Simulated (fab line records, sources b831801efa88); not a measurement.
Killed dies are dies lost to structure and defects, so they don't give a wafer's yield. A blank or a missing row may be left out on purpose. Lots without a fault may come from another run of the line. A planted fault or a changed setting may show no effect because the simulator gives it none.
A struck lot beside a sound one | flow sfq_line | 17 steps out of a route of 325
Sound: wafers L574.3, L574.5, L574.6. Struck: wafers L566.2, L566.6. (L566.5 of the same lot was not struck and is left out.) The cause comes at the end.
At each step with rows: each side's tool, then ch and its chambers, then its first start. Under that, the readings that differ: sound wafers | struck wafers | difference of the means | sigmas: that difference in standard deviations of wafers without a fault.
alike: readings whose means differ by less than 2 such deviations, and words and numbers that are the same on both sides. not compared: withheld readings, readings that some wafer has no value for, bounds like >300 that may hide the same value, and numbers for which the record gives no deviation and whose values overlap.
The two part at a step that has a row with sigmas, a row that says differs or no value, or rows on one side only. Numbers that don't overlap but have no deviation are shown without sigmas and don't part them. A reading that every wafer of one side lacks parts them only if that side has two wafers or more.

SFQ_TRILAYER_L0_VIA_BARC_OPEN_VIA_ETCH_021: etches BARC in O2, target depth 125 nm, time 41.7 s.
  sound on rie_diel-03 ch 0,1,2, day 10 05:06; struck on rie_diel-04 ch 2,3, day 8 03:46
  alike: drypump_motor_current_A, oes_product_au
  not compared: rf_hours_counter_h
SFQ_TRILAYER_L0_VIA_ETCH_VIA_ETCH_016: etches SiO2 in CHF3, stops on MoNx KI, target depth 80 nm.
  sound on rie_diel-03 ch 0,1,2, day 10 05:08; struck on rie_diel-04 ch 2,3, day 8 03:48
  alike: drypump_motor_current_A, oes_product_au
SFQ_TRILAYER_L0_VIA_STRIP_STRIP_017: strips in O2.
  sound on rie_metal-01 ch 0,1, day 10 05:23; struck on rie_metal-01 ch 0, day 8 03:50
  alike: drypump_motor_current_A, oes_product_au
  not compared: rf_hours_counter_h
then, 2 steps without rows for these wafers: SFQ_TRILAYER_L0_VIA_STRIP_SOLV_CLEAN_018 (cleans in NMP, time 600 s); SFQ_TRILAYER_M0_DEP_PRE_CLEAN_020 (time 15 s).
SFQ_TRILAYER_M0_DEP_SPUTTER_019: material Nb, target thk 200 nm, time 133.3 s.
  sound on pvd_sputter-06, day 10 05:59; struck on pvd_sputter-05, day 8 04:38
  alike: chamber_pressure_pa, throttle_valve_pct
SFQ_M0_RS_MEAS_904: measures by four-point-probe.
  sound on film_metro-02, day 10 06:07; struck on film_metro-03, day 8 04:45
  reading           | sound             | struck      | difference | sigmas
  M0_NB_RS (ohm/sq) | 0.894 0.912 0.900 | 0.876 0.876 | -0.026     | -3
then, 4 steps without rows for these wafers: SFQ_TRILAYER_M0_LITHO_COAT_026 (resist thk 62 nm); SFQ_TRILAYER_M0_LITHO_COAT_021 (resist thk 600 nm); SFQ_TRILAYER_M0_LITHO_SOFTBAKE_025; SFQ_TRILAYER_M0_LITHO_EXPOSE_022 (exposes mask M0, target cd 500 nm).
-- the record jumps here: 4 days lie between the struck wafers' starts before and after --
SFQ_TRILAYER_M0_LITHO_PEB_024: peb time 60 s.
  sound on litho_track-02 ch 0, day 14 11:39; struck on litho_track-02 ch 0, day 11 21:35
  reading                  | sound             | struck      | difference | sigmas
  exhaust_pa (Pa)          | 43.5 42.9 43.5    | 46.5 44.6   | +2.2       | +2
  heater_power_total_W (W) | 79.17 79.23 79.10 | 81.20 81.31 | +2.09      | +29
then, 1 step without rows for these wafers: SFQ_TRILAYER_M0_LITHO_DEVELOP_023 (time 60 s).
SFQ_M0_OVL_MEAS_906:
  sound on overlay-02, day 14 11:55; struck on overlay-01, day 11 21:52
  alike: M0_OVL
SFQ_TRILAYER_M0_BARC_OPEN_METAL_ETCH_031: etches BARC in O2, target depth 125 nm, time 41.7 s.
  sound on rie_metal-02 ch 0,1, day 14 11:57; struck on rie_metal-02 ch 0,1, day 11 21:54
  reading             | sound           | struck    | difference | sigmas
  model.M0.cd_nm (nm) | 501 499.8 498.8 | 511 512.2 | +12        |
  alike: drypump_motor_current_A, oes_product_au
  not compared: rf_hours_counter_h
SFQ_TRILAYER_M0_ETCH_METAL_ETCH_024: etches Nb in Cl2/Ar, stops on SiO2, target depth 240 nm, time 120 s.
  sound on rie_metal-02 ch 0,1, day 14 12:02; struck on rie_metal-02 ch 0,1, day 11 21:58
  reading               | sound             | struck      | difference | sigmas
  oes_product_au (a.u.) | 0.888 0.890 0.888 | 0.904 0.906 | +0.016     | +3
  model.M0.cd_nm (nm)   | 502.4 500.7 499.7 | 511.3 512.8 | +11.1      |
  alike: drypump_motor_current_A
  not compared: rf_hours_counter_h
SFQ_TRILAYER_M0_STRIP_STRIP_025: strips in O2.
  sound on rie_metal-02 ch 0,1, day 14 12:19; struck on rie_metal-02 ch 0,1, day 11 22:05
  alike: drypump_motor_current_A, oes_product_au
  not compared: rf_hours_counter_h

WHERE THEY PART
First at SFQ_M0_RS_MEAS_904; last, within this record, at SFQ_TRILAYER_M0_ETCH_METAL_ETCH_024. Later steps at which nothing parts them and some readings are alike: SFQ_TRILAYER_M0_STRIP_STRIP_025.

WHY: what the simulator had put in
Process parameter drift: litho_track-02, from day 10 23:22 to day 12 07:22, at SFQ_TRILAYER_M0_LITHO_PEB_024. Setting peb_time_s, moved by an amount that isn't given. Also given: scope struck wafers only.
